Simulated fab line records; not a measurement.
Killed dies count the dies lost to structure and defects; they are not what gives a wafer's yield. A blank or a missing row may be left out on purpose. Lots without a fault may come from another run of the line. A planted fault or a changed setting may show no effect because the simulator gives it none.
Matching of chambers	flow gf180mcu	4 sister chambers for GF_V3_CMP_04 on cmp-02
The step polishes SiO2. 4 wafers are shown with their chamber, then 12 later ones without.

== WAFERS, EACH WITH ITS CHAMBER ==
wafer	chamber	motorCurrentA (A)
L090.4	2	13.1
L090.5	0	12.8
L091.4	1	13.2
L091.6	3	12.3

== WAFERS MISSING THEIR CHAMBER ==
wafer	motorCurrentA (A)
L093.1	12.7
L093.2	14.0
L093.5	11.5
L094.1	11.9
L094.4	13.1
L094.5	12.4
L095.1	12.7
L095.3	12.3
L095.6	11.9
L097.2	12.7
L097.4	11.6
L097.6	13.5

== WHICH CHAMBER EACH ONE RAN IN ==
wafer	from the rows above	in truth
L093.1	can't be placed: 0 or 3 or 2 or 1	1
L093.2	can't be placed: 1 or 2 or 0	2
L093.5	can't be placed: 3 or 0 or 2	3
L094.1	can't be placed: 3 or 0 or 2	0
L094.4	can't be placed: 2 or 1 or 0 or 3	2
L094.5	can't be placed: 3 or 0 or 2 or 1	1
L095.1	can't be placed: 0 or 3 or 2 or 1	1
L095.3	can't be placed: 3 or 0 or 2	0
L095.6	can't be placed: 3 or 0 or 2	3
L097.2	can't be placed: 0 or 3 or 2 or 1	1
L097.4	can't be placed: 3 or 0 or 2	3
L097.6	can't be placed: 1 or 2 or 0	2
Correctly placed: 0 of 12. Can't be placed from these rows: 12 (the true chamber is among the candidates in 12). Placed wrongly: 0.
How it was worked out, from the rows above alone: a wafer's distance from a chamber is the root of the sum, over the readings, of the square of ((its reading less the chamber's mean) divided by the reading's scatter). The wafer belongs to the nearest chamber; if the next one is less than 2 further off, it can't be placed. Each chamber's mean is taken over the wafers shown for it. The scatter: with one shown wafer a chamber, the root of the mean of the squares of how far each hidden wafer lies from its nearest shown one.
